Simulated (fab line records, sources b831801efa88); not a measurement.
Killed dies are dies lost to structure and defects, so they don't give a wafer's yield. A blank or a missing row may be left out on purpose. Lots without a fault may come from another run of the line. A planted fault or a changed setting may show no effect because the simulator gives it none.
fab line records | flow sky130
record lots=6 wafers=18 last_day=49
route steps=708 shown VIA2@525 METAL3@532 CAPM@537 PAD_OPEN@708
lots that met no fault: from a run of the same line without faults
start_h: hours from the record's first day to the start of the lot's first wafer shown | wait_h: hours since the lot's step before | " the same as in the row above | L1.1+2: a row that stands for several wafers | - no value, or no start given | * or withheld: withheld | < > ~ a bound
route shown NAME@n: a module of which the file shows steps, and the number in the route of the first | usual: mean/standard deviation of fault-free wafers | same: alike in all rows | chamber/n: place in a boat | sites: the reading at each site | _std_site: their standard deviation | _edge_site: outer sites' mean less inner sites' | radius_mm: how far each site lies from the wafer's centre | mask NAME#n: copy n | behind: the tool/chamber that last shaped the wafer | hold: why the lot was held/for how many hours/how that ended | device: the transistor (n, p or np) that didn't switch | end of line: the same wafers' tests at the end of the route | a step without rows: its recipe alone | killed: dies lost to structure and defects at the first sort, not the wafer's yield | map: a wafer's dies, x killed, . not, _ none there
set.NAME: the setting as run; set.NAME@STEP: as run at that earlier step | model.NAME: the simulator's own value behind a step, which no gauge read
lots at some steps of the route; a table a step, a row a wafer
services: from which hour (start_h, from the record's first day; less than 0 if before it) a tool's chamber was out of use, for how many hours, and why
## steps
# step SKY_VIA2_CLEAN_18
# recipe chemistry=IPA time_s=180 temp_c=25
# step SKY_VIA2_CLEAN_19
# recipe chemistry=O3/DIW dry=n2_spin
# step SKY_VIA2_SPUTTER_20
# recipe material=TiN target_thk_nm=20 chamber_pressure_pa=5 power_w=4000 time_s=80
# usual throttle_valve_pct=30.6/1
# columns lot.wafer tool chamber start_h wait_h throttle_valve_pct
L533.1 pvd_sputter-01 - 849.98 0.0 29.9
L533.2 " - " " 29.1
L533.3 " - " " 30.8
L536.2 pvd_sputter-01 - 871.47 0.0 29.3
L536.4 " - " " 29.8
L536.6 " - " " 30.6
L539.2 pvd_sputter-03 - 915.53 0.0 29.9
L539.3 " - " " 32.3
L539.4 " - " " 32.0
L547.2 pvd_sputter-03 - 958.01 0.0 31.9
L547.4 " - " " 32.1
L547.6 " - " " 30.2
L548.1 pvd_sputter-03 - 964.18 0.0 32.1
L548.2 " - " " 32.1
L548.5 " - " " 30.4
L549.1 pvd_sputter-01 - 967.62 0.0 29.7
L549.3 " - " " 32.1
L549.5 " - " " 30.1
# step SKY_VIA2_CVD_21
# recipe material=W target_thk_nm=420 time_s=126.4 temp_c=400 pressure_torr=40
# step SKY_VIA2_RS_MEAS_22
# recipe thk_meas_gauge=four-point-probe reads=W_of_VIA2_CVD_21+TiN_of_VIA2_SPUTTER_20
# usual VIA2_W_RS=0.270/0.0059
# columns lot.wafer tool chamber start_h wait_h VIA2_W_RS[ohm/sq]
L533.1 film_metro-01 - 850.17 0.1 0.273
L533.2 " - " " 0.278
L533.3 " - " " 0.278
L536.2 film_metro-01 - 871.68 0.1 0.275
L536.4 " - " " 0.264
L536.6 " - " " 0.263
L539.2 film_metro-01 - 915.74 0.1 0.273
L539.3 " - " " 0.275
L539.4 " - " " 0.276
L547.2 film_metro-02 - 958.22 0.1 0.260
L547.4 " - " " 0.271
L547.6 " - " " 0.259
L548.1 film_metro-03 - 964.37 0.1 0.263
L548.2 " - " " 0.274
L548.5 " - " " 0.261
L549.1 film_metro-02 - 967.81 0.1 0.266
L549.3 " - " " 0.266
L549.5 " - " " 0.279
# step SKY_VIA2_THK_MEAS_23
# recipe thk_meas_gauge=xrf reads=W_of_VIA2_CVD_21
# usual VIA2_W_THK=414/8.8
# columns lot.wafer tool chamber start_h wait_h VIA2_W_THK[nm]
L533.1 film_metro-01 - 850.29 0.1 407
L533.2 " - " " 401
L533.3 " - " " 400
L536.2 film_metro-01 - 871.79 0.1 406
L536.4 " - " " 424
L536.6 " - " " 423
L539.2 film_metro-01 - 915.85 0.1 414
L539.3 " - " " 412
L539.4 " - " " 410
L547.2 film_metro-02 - 958.33 0.1 433
L547.4 " - " " 413
L547.6 " - " " 433
L548.1 film_metro-03 - 964.49 0.1 425
L548.2 " - " " 407
L548.5 " - " " 425
L549.1 film_metro-02 - 967.93 0.1 417
L549.3 " - " " 418
L549.5 " - " " 399
# step SKY_VIA2_CMP_24
# recipe stop_on=SiO2 t_overpolish_s=20 down_force_psi=3.5 platen_rpm=60 target_thk_nm=0 pad_velocity_m_s=0.94248
# step SKY_METAL3_SPUTTER_00
# recipe material=Ti target_thk_nm=15 power_w=3000 time_s=10 chamber_pressure_pa=0.4
# usual throttle_valve_pct=30.6/1
# columns lot.wafer tool chamber start_h wait_h throttle_valve_pct
L533.1 pvd_sputter-03 - 850.65 0.2 32.1
L533.2 " - " " 32.0
L533.3 " - " " 29.7
L536.2 pvd_sputter-04 - 872.14 0.2 30.2
L536.4 " - " " 29.5
L536.6 " - " " 30.0
L539.2 pvd_sputter-02 - 916.38 0.2 29.7
L539.3 " - " " 31.3
L539.4 " - " " 29.7
L547.2 pvd_sputter-04 - 958.68 0.2 30.8
L547.4 " - " " 30.1
L547.6 " - " " 30.8
L548.1 pvd_sputter-03 - 964.85 0.2 30.0
L548.2 " - " " 31.9
L548.5 " - " " 32.3
L549.1 pvd_sputter-03 - 968.29 0.2 30.0
L549.3 " - " " 32.0
L549.5 " - " " 32.4
# step SKY_METAL3_SPUTTER_01
# recipe material=TiN target_thk_nm=20 power_w=6500 time_s=16.7 chamber_pressure_pa=0.4
# usual throttle_valve_pct=30.6/1
# columns lot.wafer tool chamber start_h wait_h throttle_valve_pct
L533.1 pvd_sputter-03 - 850.67 0.0 32.0
L533.2 " - " " 32.0
L533.3 " - " " 30.0
L536.2 pvd_sputter-04 - 872.16 0.0 30.4
L536.4 " - " " 29.2
L536.6 " - " " 30.3
L539.2 pvd_sputter-02 - 916.40 0.0 29.6
L539.3 " - " " 31.5
L539.4 " - " " 29.9
L547.2 pvd_sputter-04 - 958.70 0.0 30.6
L547.4 " - " " 30.0
L547.6 " - " " 30.8
L548.1 pvd_sputter-03 - 964.87 0.0 30.0
L548.2 " - " " 32.1
L548.5 " - " " 32.1
L549.1 pvd_sputter-03 - 968.32 0.0 29.9
L549.3 " - " " 32.2
L549.5 " - " " 32.3
# step SKY_METAL3_SPUTTER_02
# recipe material=AlCu target_thk_nm=735 power_w=10600 time_s=39.1 chamber_pressure_pa=0.4
# step SKY_METAL3_SPUTTER_03
# recipe material=Ti target_thk_nm=5 power_w=3000 time_s=3.3 chamber_pressure_pa=0.4
# usual throttle_valve_pct=30.6/1
# columns lot.wafer tool chamber start_h wait_h throttle_valve_pct
L533.1 pvd_sputter-03 - 850.74 0.0 32.2
L533.2 " - " " 31.9
L533.3 " - " " 30.0
L536.2 pvd_sputter-04 - 872.23 0.0 30.2
L536.4 " - " " 29.5
L536.6 " - " " 30.3
L539.2 pvd_sputter-02 - 916.47 0.0 30.0
L539.3 " - " " 31.3
L539.4 " - " " 29.5
L547.2 pvd_sputter-04 - 958.77 0.0 30.8
L547.4 " - " " 30.3
L547.6 " - " " 30.8
L548.1 pvd_sputter-03 - 964.94 0.0 29.9
L548.2 " - " " 32.3
L548.5 " - " " 32.4
L549.1 pvd_sputter-03 - 968.38 0.0 30.0
L549.3 " - " " 31.7
L549.5 " - " " 32.2
# step SKY_METAL3_SPUTTER_04
# recipe material=TiN target_thk_nm=70 power_w=6500 time_s=58.3 chamber_pressure_pa=0.4
# step SKY_CAPM_CVD_00
# recipe material=SiO2 target_thk_nm=15.5 temp_c=400 time_s=withheld rf_w=450
# usual heater_power_w=737/90
# columns lot.wafer tool chamber start_h wait_h heater_power_w model.SiO2_of_CAPM_CVD_00.thk_nm
L533.1 pecvd-01 2 850.81 0.0 792 15.16
L533.2 " 1 " " 791 15.25
L533.3 " 0 " " 794 15.13
L536.2 pecvd-02 1 872.29 0.0 600 15.34
L536.4 " 0 " " 615 15.68
L536.6 " 2 " " 760 15.72
L539.2 pecvd-02 1 916.54 0.0 658 15.35
L539.3 " 2 " " 895 15.42
L539.4 " 2 " " 895 15.62
L547.2 pecvd-02 0 958.84 0.0 586 12.29
L547.4 " 0 " " 598 15.72
L547.6 " 1 " " 697 15.64
L548.1 pecvd-01 2 965.00 0.0 750 15.2
L548.2 " 1 " " 682 15.35
L548.5 " 0 " " 776 15.61
L549.1 pecvd-02 0 968.45 0.0 645 15.29
L549.3 " 2 " " 891 15.37
L549.5 " 0 " " 636 12.54
# step SKY_CAPM_THK_MEAS_01
# recipe reads=SiO2_of_CAPM_CVD_00
# usual CAPM_CVD_00_THK=15.46/0.22
# columns lot.wafer tool chamber start_h wait_h CAPM_CVD_00_THK[nm]
L533.1 film_metro-04 - 850.83 - 15.15
L533.2 " - " " 15.26
L533.3 " - " " 15.12
L536.2 film_metro-03 - 872.33 - 15.32
L536.4 " - " " 15.64
L536.6 " - " " 15.79
L539.2 film_metro-04 - 916.57 - 15.33
L539.3 " - " " 15.40
L539.4 " - " " 15.68
L547.2 film_metro-02 - 958.87 - 12.22
L547.4 " - " " 15.74
L547.6 " - " " 15.64
L548.1 film_metro-04 - 965.03 - 15.20
L548.2 " - " " 15.31
L548.5 " - " " 15.58
L549.1 film_metro-04 - 968.47 - 15.35
L549.3 " - " " 15.38
L549.5 " - " " 12.57
# step SKY_CAPM_SPUTTER_02
# recipe material=TiN target_thk_nm=200 temp_c=300 power_w=6500 time_s=166.7 chamber_pressure_pa=0.4
# step SKY_CAPM_RS_MEAS_03
# recipe thk_meas_gauge=four-point-probe reads=TiN_of_CAPM_SPUTTER_02
# usual CAPM_TIN_RS=6.91/0.059
# columns lot.wafer tool chamber start_h wait_h CAPM_TIN_RS[ohm/sq]
L533.1 film_metro-02 - 851.00 0.1 6.86
L533.2 " - " " 6.84
L533.3 " - " " 6.91
L536.2 film_metro-04 - 872.51 0.1 6.92
L536.4 " - " " 6.94
L536.6 " - " " 6.90
L539.2 film_metro-03 - 916.75 0.1 6.90
L539.3 " - " " 6.88
L539.4 " - " " 6.88
L547.2 film_metro-04 - 959.05 0.1 6.92
L547.4 " - " " 6.88
L547.6 " - " " 6.94
L548.1 film_metro-03 - 965.19 0.1 7.03
L548.2 " - " " 6.97
L548.5 " - " " 7.00
L549.1 film_metro-03 - 968.64 0.1 6.91
L549.3 " - " " 6.94
L549.5 " - " " 6.91
# step SKY_CAPM_THK_MEAS_04
# recipe thk_meas_gauge=xrf reads=TiN_of_CAPM_SPUTTER_02
# usual CAPM_TIN_THK=198.8/1.8
# columns lot.wafer tool chamber start_h wait_h CAPM_TIN_THK[nm]
L533.1 film_metro-02 - 851.12 0.1 200.2
L533.2 " - " " 202.1
L533.3 " - " " 200.0
L536.2 film_metro-04 - 872.62 0.1 199.4
L536.4 " - " " 198.4
L536.6 " - " " 200.0
L539.2 film_metro-03 - 916.86 0.1 197.4
L539.3 " - " " 198.7
L539.4 " - " " 198.1
L547.2 film_metro-04 - 959.16 0.1 198.6
L547.4 " - " " 199.6
L547.6 " - " " 198.5
L548.1 film_metro-03 - 965.31 0.1 195.9
L548.2 " - " " 196.6
L548.5 " - " " 196.7
L549.1 film_metro-03 - 968.76 0.1 199.1
L549.3 " - " " 198.0
L549.5 " - " " 198.9
# step SKY_CAPM_DEHYDRATE_05
# recipe temp_c=200 time_s=60
# step SKY_CAPM_HMDS_06
# recipe prime_time_s=60 prime_temp_c=120
# step SKY_CAPM_COAT_07
# recipe resist=NOVOLAK spin_rpm=3000 resist_thk_nm=1140
# step SKY_CAPM_SOFTBAKE_08
# recipe temp_c=90 time_s=60 resist=NOVOLAK
# step SKY_CAPM_EXPOSE_09
# recipe mask_id=CAPM na=0.6 source_shape=conventional sigma_outer=0.6 polarization=unpolarized target_cd_nm=1000 dose_mj=159
# step SKY_CAPM_PEB_10
# recipe temp_c=withheld time_s=* resist=NOVOLAK
# step SKY_CAPM_DEVELOP_11
# recipe resist=NOVOLAK developer=TMAH develop_time_s=60 dev_temp_c=23
# step SKY_CAPM_OVL_MEAS_12
# usual CAPM_OVL=0.9/1.3
# columns lot.wafer tool chamber start_h wait_h CAPM_OVL[nm]
L533.1 overlay-02 - 877.10 0.1 1.1
L533.2 " - " " 1.1
L533.3 " - " " 0.4
L536.2 overlay-02 - 897.16 0.1 -0.7
L536.4 " - " " 1.9
L536.6 " - " " -0.5
L539.2 overlay-01 - 941.46 0.1 4.1
L539.3 " - " " 1.6
L539.4 " - " " 2.1
L547.2 overlay-01 - 983.19 0.1 -0.6
L547.4 " - " " 0.4
L547.6 " - " " 2.0
L548.1 overlay-01 - 988.70 0.1 2.5
L548.2 " - " " 1.9
L548.5 " - " " 2.8
L549.1 overlay-02 - 992.22 0.1 -0.9
L549.3 " - " " 1.2
L549.5 " - " " -1.1
# step SKY_CAPM_METAL_ETCH_13
# recipe target_depth_nm=220 stop_on=SiO2 chemistry=Cl2/BCl3 target=TiN pressure_mtorr=10 icp_w=900 bias_w=48.5 Cl2_flow_sccm=60 bcl3_flow_sccm=30 time_s=62.9
# step SKY_CAPM_STRIP_14
# recipe chemistry=O2/N2 power_w=1400 pressure_mtorr=1500 platen_temp_c=withheld o2_flow_sccm=3000 n2_flow_sccm=300 overash_fraction=0.5
# step SKY_CAPM_STRIP_15
# recipe chemistry=post_etch_residue_remover time_s=1200 temp_c=72.5
# step SKY_CAPM_CLEAN_16
# recipe chemistry=IPA time_s=180 temp_c=25
# step SKY_CAPM_CLEAN_17
# recipe chemistry=O3/DIW dry=n2_spin
# step SKY_METAL3_DEHYDRATE_05
# recipe temp_c=200 time_s=60
# step SKY_METAL3_HMDS_06
# recipe prime_time_s=60 prime_temp_c=120
# step SKY_METAL3_COAT_07
# recipe resist=BARC temp_c=withheld time_s=withheld spin_rpm=3000 resist_thk_nm=60
# step SKY_METAL3_COAT_08
# recipe resist=KrF-thick spin_rpm=3000 resist_thk_nm=1140
# step SKY_METAL3_SOFTBAKE_09
# recipe temp_c=100 time_s=90 resist=KrF-thick
# step SKY_METAL3_EXPOSE_10
# recipe mask_id=MM3 na=0.68 source_shape=annular sigma_inner=0.4 sigma_outer=0.8 target_cd_nm=300 dose_mj=28
# step SKY_METAL3_PEB_11
# recipe peb_temp_c=withheld peb_time_s=withheld resist=KrF-thick
# step SKY_METAL3_DEVELOP_12
# recipe develop_time_s=60 resist=KrF-thick dev_temp_c=21
# step SKY_METAL3_CD_MEAS_13
# recipe target_cd_nm=300
# usual cd_nm=299.9/1.2
# columns lot.wafer tool chamber start_h wait_h cd_nm
L533.1 cd_sem-01 - 903.02 - 300.0
L533.2 " - " " 298.5
L533.3 " - " " 299.7
L536.2 cd_sem-01 - 923.37 - 301.0
L536.4 " - " " 299.3
L536.6 " - " " 299.3
L539.2 cd_sem-02 - 966.49 - 299.2
L539.3 " - " " 300.1
L539.4 " - " " 299.2
L547.2 cd_sem-02 - 1007.12 - 299.2
L547.4 " - " " 299.3
L547.6 " - " " 300.1
L548.1 cd_sem-02 - 1011.92 - 299.7
L548.2 " - " " 299.6
L548.5 " - " " 298.4
L549.1 cd_sem-01 - 1015.52 - 300.4
L549.3 " - " " 301.2
L549.5 " - " " 300.4
# step SKY_METAL3_OVL_MEAS_14
# usual METAL3_OVL=-1/5.7
# columns lot.wafer tool chamber start_h wait_h METAL3_OVL[nm]
L533.1 overlay-02 - 903.14 0.1 -7
L533.2 " - " " -1
L533.3 " - " " 2
L536.2 overlay-01 - 923.48 0.1 -3
L536.4 " - " " -5
L536.6 " - " " 0
L539.2 overlay-01 - 966.59 0.1 -4
L539.3 " - " " -1
L539.4 " - " " -3
L547.2 overlay-01 - 1007.23 0.1 -4
L547.4 " - " " -5
L547.6 " - " " -8
L548.1 overlay-01 - 1012.04 0.1 -12
L548.2 " - " " -10
L548.5 " - " " -3
L549.1 overlay-02 - 1015.64 0.1 2
L549.3 " - " " -1
L549.5 " - " " -1
# step SKY_METAL3_DESCUM_15
# recipe chemistry=O2 source_power_w=150 bias_power_w=0 pressure_mtorr=10 temp_c=40 time_s=8
# step SKY_METAL3_ETCH_16
# recipe chemistry=N2/H2 target=BARC ion_energy_ev=200 bias_w=100 pressure_mtorr=30 n2_flow_sccm=100 h2_flow_sccm=200 icp_w=500 stop_on=SiO2 time_s=88.2 target_depth_a=600
# usual drypump_motor_current_A=5.7/0.37 oes_product_au=0.625/0.0039 throttle_valve_pct=13.204/0.0095
# columns lot.wafer tool chamber start_h wait_h drypump_motor_current_A oes_product_au rf_hours_counter_h throttle_valve_pct
L533.1 rie_metal-02 0 903.21 0.0 5.1 0.625 6 13.194
L533.2 " 1 " " 6.0 0.622 9 13.187
L533.3 " 0 " " 5.1 0.627 - 13.200
L536.2 rie_metal-03 1 923.54 0.0 5.9 0.623 9 13.204
L536.4 " 1 " " 5.9 0.630 - 13.202
L536.6 " 1 " " 5.9 0.626 - 13.217
L539.2 rie_metal-01 0 966.65 0.0 5.2 0.636 1 13.207
L539.3 " 0 " " 5.2 0.625 - 13.189
L539.4 " 1 " " 5.9 0.624 - 13.212
L547.2 rie_metal-02 1 1007.29 0.0 6.0 0.626 13 13.207
L547.4 " 1 " " 6.0 0.623 - 13.199
L547.6 " 1 " " 6.0 0.631 - 13.200
L548.1 rie_metal-03 0 1012.11 0.0 6.1 0.627 18 13.224
L548.2 " 1 " " 5.9 0.629 14 13.217
L548.5 " 1 " " 5.9 0.630 - 13.202
L549.1 rie_metal-03 1 1015.71 0.0 5.9 0.626 14 13.210
L549.3 " 1 " " 5.9 0.628 - 13.183
L549.5 " 1 " " 5.9 0.621 - 13.217
# step SKY_METAL3_ETCH_17
# recipe target=SiO2 stop_on=TiN chemistry=C4F8/O2/Ar source_w=1500 bias_w=1200 pressure_mtorr=40 c4f8_flow_sccm=withheld O2_flow_sccm=6 Ar_flow_sccm=300 time_s=3.9 target_depth_a=150
# usual oes_product_au=0.753/0.0073
# columns lot.wafer tool chamber start_h wait_h oes_product_au rf_hours_counter_h model.etch.depth_nm
L533.1 rie_diel-03 1 903.31 0.1 0.746 12 15.16
L533.2 " 3 " " 0.748 6 15.25
L533.3 " 0 " " 0.739 6 15.13
L536.2 rie_diel-04 0 923.64 0.1 0.746 17 15.34
L536.4 " 3 " " 0.756 28 15.68
L536.6 " 1 " " 0.745 - 15.72
L539.2 rie_diel-04 2 966.75 0.1 0.753 17 15.35
L539.3 " 1 " " 0.755 19 15.42
L539.4 " 0 " " 0.760 19 15.62
L547.2 rie_diel-01 2 1007.39 0.1 0.677 21 12.29
L547.4 " 0 " " 0.763 21 15.72
L547.6 " 0 " " 0.754 - 15.64
L548.1 rie_diel-01 1 1012.20 0.1 0.745 7 15.2
L548.2 " 2 " " 0.747 21 15.35
L548.5 " 0 " " 0.767 - 15.61
L549.1 rie_diel-03 2 1015.81 0.1 0.750 10 15.29
L549.3 " 0 " " 0.754 10 15.37
L549.5 " 2 " " 0.689 - 12.54
# step SKY_PAD_OPEN_PROBE_99
# usual defect_limited_yield=82.5/2 killed_at_M0_to_M3=44/7 killed_at_M4_up=3.0/1.7 killed_at_contacts=24/5.2 killed_at_front_end=15/4.8 killed_at_other=0.2/0.56 killed_dies=86/9.7 killed_open=47/7.1 killed_short=39/6.3 sort_bin_3_pad_short=0.9/0.4 sort_bin_5_function=10.3/1.6 sort_bin_6_memory=6.3/1.2 sort_n_pass=406/9.7 sort_yield_pct=82.5/2
# same gross_dies=492 killed_at_back_side=0 sort_bin_4_leakage[%]=0 sort_bin_8_speed[%]=0
# columns lot.wafer tool chamber start_h wait_h defect_limited_yield[%] killed_at_M0_to_M3 killed_at_M4_up killed_at_contacts killed_at_front_end killed_at_other killed_dies killed_open killed_short sort_bin_3_pad_short[%] sort_bin_5_function[%] sort_bin_6_memory[%] sort_n_pass sort_yield_pct[%] model.etest.cap_mim.bv_v model.etest.cap_mim.leak_log10_a_cm2 model.etest.cap_mim.c_ff_um2 model.etest.tester.sort_bin_8_pct model.etest.tester.sort_bin_4_pct
L533.1 prober-02 - 1077.94 0.1 79.5 55 3 24 19 0 101 49 51 0.6 13.6 6.3 391 79.5 13.55 -8.886 2.391 0 0
L533.2 prober-02 - 1077.99 0.1 80.9 53 2 20 19 0 94 58 36 0.8 11.0 7.3 398 80.9 13.74 -8.913 2.383 0 0
L533.3 prober-02 - 1078.04 0.2 81.9 52 2 16 19 0 89 53 34 1.0 10.0 7.1 403 81.9 13.88 -8.772 2.42 0 0
L536.2 prober-01 - 1097.49 0.1 82.3 50 3 23 11 0 87 42 45 0.8 11.0 5.9 405 82.3 14.08 -9.043 2.39 0 0
L536.4 prober-01 - 1097.59 0.2 84.6 43 1 26 6 0 76 42 34 1.2 8.7 5.5 416 84.6 14.02 -9.105 2.32 0 0
L536.6 prober-01 - 1097.69 0.2 82.1 48 3 23 13 1 88 52 36 0.6 10.8 6.5 404 82.1 14.37 -9.187 2.307 0 0
L539.2 prober-01 - 1130.13 0.1 86.2 38 3 18 8 1 68 35 33 0.4 8.5 4.9 424 86.2 13.94 -8.889 2.368 0 0
L539.3 prober-01 - 1130.18 0.2 83.3 42 0 22 18 0 82 34 48 1.0 10.8 4.9 410 83.3 13.79 -8.991 2.333 0 0
L539.4 prober-01 - 1130.23 0.2 82.3 40 2 35 10 0 87 42 45 1.6 10.2 5.9 405 82.3 14.16 -9.009 2.322 0 0
L547.2 prober-02 - 1163.87 0.1 80.9 38 5 27 24 0 94 53 41 0.8 11.0 7.3 398 80.9 11.04 -7.953 2.95 6.582e-06 1.326e-14
L547.4 prober-02 - 1163.97 0.2 83.1 43 5 17 18 0 83 44 39 1.6 8.9 6.3 409 83.1 14.06 -9.082 2.296 0 0
L547.6 prober-02 - 1164.07 0.2 78.7 54 1 28 22 0 105 63 42 1.0 14.0 6.3 387 78.7 14.01 -9.037 2.317 0 0
L548.1 prober-02 - 1168.15 0.1 80.9 52 2 25 14 1 94 52 41 1.0 10.2 7.9 398 80.9 13.62 -8.973 2.373 0 0
L548.2 prober-02 - 1168.20 0.1 82.5 38 3 25 20 0 86 46 40 0.6 9.6 7.3 406 82.5 13.6 -8.754 2.361 0 0
L548.5 prober-02 - 1168.35 0.2 81.5 45 2 25 18 1 91 51 40 0.8 11.4 6.3 401 81.5 14.18 -9.177 2.331 0 0
L549.1 prober-01 - 1170.69 0.1 84.8 39 5 21 10 0 75 43 32 0.4 9.3 5.5 417 84.8 14 -8.699 2.361 0 0
L549.3 prober-01 - 1170.79 0.2 84.1 44 3 16 15 0 78 40 38 1.4 9.8 4.7 414 84.1 14.21 -8.837 2.363 0 0
L549.5 prober-01 - 1170.89 0.2 84.6 40 2 23 11 0 76 36 39 0.4 9.1 5.9 416 84.6 11.54 -8.073 2.894 0 0
# killed by level:class
L533.1 FIELD_ISO:geometric_particle:short=10 VIA1:geometric_particle:open=9 VIA1:geometric_particle:short=8 FIELD_ISO:geometric_particle:open=7 LI_CONTACT:geometric_particle:open=7 CONTACT:geometric_particle:open=7 VIA2:geometric_particle:open=7 METAL2:geometric_particle:short=7
L533.2 VIA1:geometric_particle:open=12 VIA2:geometric_particle:open=11 CONTACT:geometric_particle:open=9 METAL1:geometric_particle:short=7 FIELD_ISO:geometric_particle:open=6 VIA1:geometric_particle:short=6 POLY_GATE:geometric_particle:open=5 METAL2:geometric_particle:short=5
L533.3 VIA1:geometric_particle:open=13 VIA2:geometric_particle:open=9 METAL2:geometric_particle:short=8 CONTACT:geometric_particle:open=7 POLY_GATE:geometric_particle:open=6 METAL1:geometric_particle:short=5 FIELD_ISO:geometric_particle:open=4 LI_CONTACT:geometric_particle:open=4
L536.2 CONTACT:geometric_particle:open=10 LOCAL_INTERCONNECT:geometric_particle:short=9 VIA1:geometric_particle:open=9 VIA1:geometric_particle:short=9 VIA2:geometric_particle:open=7 VIA3:geometric_particle:open=7 VIA3:geometric_particle:short=5 METAL2:geometric_particle:short=4
L536.4 VIA1:geometric_particle:open=14 VIA3:geometric_particle:open=9 CONTACT:geometric_particle:open=8 LOCAL_INTERCONNECT:geometric_particle:short=7 METAL2:geometric_particle:short=6 CONTACT:geometric_particle:short=4 LI_CONTACT:geometric_particle:short=3 LI_CONTACT:geometric_particle:open=3
L536.6 VIA2:geometric_particle:open=11 VIA1:geometric_particle:open=11 CONTACT:geometric_particle:open=10 VIA1:geometric_particle:short=7 LOCAL_INTERCONNECT:geometric_particle:short=5 FIELD_ISO:geometric_particle:open=4 LI_CONTACT:geometric_particle:open=4 METAL1:geometric_particle:short=4
L539.2 CONTACT:geometric_particle:open=7 CONTACT:geometric_particle:short=7 VIA1:geometric_particle:open=7 VIA2:geometric_particle:open=7 METAL1:geometric_particle:short=6 METAL3:geometric_particle:short=5 VIA1:geometric_particle:short=4 VIA3:geometric_particle:open=4
L539.3 VIA1:geometric_particle:short=10 FIELD_ISO:geometric_particle:short=6 VIA1:geometric_particle:open=6 VIA3:geometric_particle:open=6 VIA2:geometric_particle:open=6 LI_CONTACT:geometric_particle:open=5 CONTACT:geometric_particle:open=5 VIA2:geometric_particle:short=5
L539.4 LI_CONTACT:geometric_particle:open=12 CONTACT:geometric_particle:open=9 METAL1:geometric_particle:short=6 VIA1:geometric_particle:short=6 VIA1:geometric_particle:open=6 LOCAL_INTERCONNECT:geometric_particle:short=5 METAL2:geometric_particle:short=5 LI_CONTACT:geometric_particle:short=4
L547.2 VIA1:geometric_particle:open=11 CONTACT:geometric_particle:open=10 LOCAL_INTERCONNECT:geometric_particle:short=6 VIA3:geometric_particle:open=6 FIELD_ISO:geometric_particle:open=5 METAL2:geometric_particle:short=5 LI_CONTACT:geometric_particle:open=5 POLY_GATE:geometric_particle:open=4
L547.4 VIA1:geometric_particle:open=8 FIELD_ISO:geometric_particle:open=6 CONTACT:geometric_particle:short=6 LI_CONTACT:geometric_particle:open=6 VIA3:geometric_particle:open=6 FIELD_ISO:geometric_particle:short=5 METAL1:geometric_particle:short=5 VIA1:geometric_particle:short=5
L547.6 VIA1:geometric_particle:open=21 LI_CONTACT:geometric_particle:open=12 METAL1:geometric_particle:short=10 CONTACT:geometric_particle:open=9 POLY_GATE:geometric_particle:short=7 VIA1:geometric_particle:short=6 FIELD_ISO:geometric_particle:short=5 FIELD_ISO:geometric_particle:open=4
L548.1 VIA1:geometric_particle:open=11 LI_CONTACT:geometric_particle:open=10 METAL1:geometric_particle:short=9 VIA1:geometric_particle:short=7 VIA3:geometric_particle:open=7 CONTACT:geometric_particle:open=6 METAL2:geometric_particle:short=6 FIELD_ISO:geometric_particle:open=5
L548.2 CONTACT:geometric_particle:open=11 VIA1:geometric_particle:open=10 POLY_GATE:geometric_particle:short=7 LI_CONTACT:geometric_particle:open=6 VIA2:geometric_particle:short=5 VIA3:geometric_particle:open=5 FIELD_ISO:geometric_particle:open=4 LOCAL_INTERCONNECT:geometric_particle:short=4
L548.5 CONTACT:geometric_particle:open=10 VIA1:geometric_particle:open=9 FIELD_ISO:geometric_particle:short=8 VIA3:geometric_particle:open=7 VIA2:geometric_particle:open=6 LI_CONTACT:geometric_particle:open=5 METAL1:geometric_particle:short=5 VIA2:geometric_particle:short=5
L549.1 VIA1:geometric_particle:open=8 LI_CONTACT:geometric_particle:open=7 VIA2:geometric_particle:open=6 FIELD_ISO:geometric_particle:open=4 LOCAL_INTERCONNECT:geometric_particle:short=4 CONTACT:geometric_particle:short=4 METAL2:geometric_particle:short=4 METAL2:geometric_particle:open=4
L549.3 CONTACT:geometric_particle:open=8 VIA2:geometric_particle:open=7 VIA1:geometric_particle:open=6 POLY_GATE:geometric_particle:short=5 METAL1:geometric_particle:short=5 VIA1:geometric_particle:short=5 METAL2:geometric_particle:short=5 VIA3:geometric_particle:open=5
L549.5 VIA2:geometric_particle:open=9 CONTACT:geometric_particle:open=8 LI_CONTACT:geometric_particle:open=6 METAL1:geometric_particle:short=6 POLY_GATE:geometric_particle:short=4 LOCAL_INTERCONNECT:geometric_particle:short=4 METAL3:geometric_particle:short=4 METAL2:geometric_particle:short=4
## services
# columns tool chamber start_h hours kind
pecvd-02 1 842.62 5.5 scheduled_down
rie_diel-04 1 845.43 15.9 repair
rie_diel-03 0 869.24 8.0 repair
pecvd-01 1 872.14 5.8 repair
rie_diel-04 0 879.29 1.7 repair
pecvd-02 1 890.50 - calibration
rie_diel-03 - 898.13 2.8 pm
pvd_sputter-01 - 901.78 2.0 repair
rie_diel-04 1 903.32 11.7 repair
pvd_sputter-04 - 904.16 0.9 repair
rie_metal-03 0 906.95 2.2 repair
pecvd-02 1 916.90 5.0 scheduled_down
pvd_sputter-01 - 918.80 6.6 repair
pecvd-02 0 927.53 5.5 scheduled_down
rie_diel-04 - 939.67 0.3 repair
rie_diel-04 2 941.71 13.9 repair
rie_diel-01 2 943.47 7.2 repair
rie_metal-03 - 958.19 2.8 pm
pvd_sputter-04 - 963.20 8.8 repair
rie_metal-01 0 975.19 22.9 repair
pecvd-02 0 980.74 5.5 scheduled_down
rie_metal-03 - 981.81 0.2 repair
pvd_sputter-04 - 992.93 1.3 repair
pecvd-01 2 1011.36 4.5 repair
## key
first_sign step=SKY_CAPM_THK_MEAS_01 reading=CAPM_CVD_00_THK direction=down sigmas=14 usual=15.46 struck=12.39
effect step=SKY_METAL3_ETCH_17 reading=oes_product_au direction=down sigmas=9.5 usual=0.753 struck=0.683
model_effect step=SKY_CAPM_CVD_00 value=SiO2_of_CAPM_CVD_00.thk_nm without=15.59 struck=12.41
model_effect step=SKY_METAL3_ETCH_17 value=etch.depth_nm without=15.59 struck=12.41
model_effect step=SKY_PAD_OPEN_PROBE_99 value=etest.cap_mim.bv_v without=14.19 struck=11.29
met_at SKY_CAPM_CVD_00
struck_wafers L547.2,L549.5
onset_between 916.54 958.84
fault kind=process_parameter_drift tool=pecvd-02 chamber=- onset_h=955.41 steps=SKY_CAPM_CVD_00 channel=time_s offset=withheld shape=step end_h=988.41 scope=struck_wafers_only acts_in=*
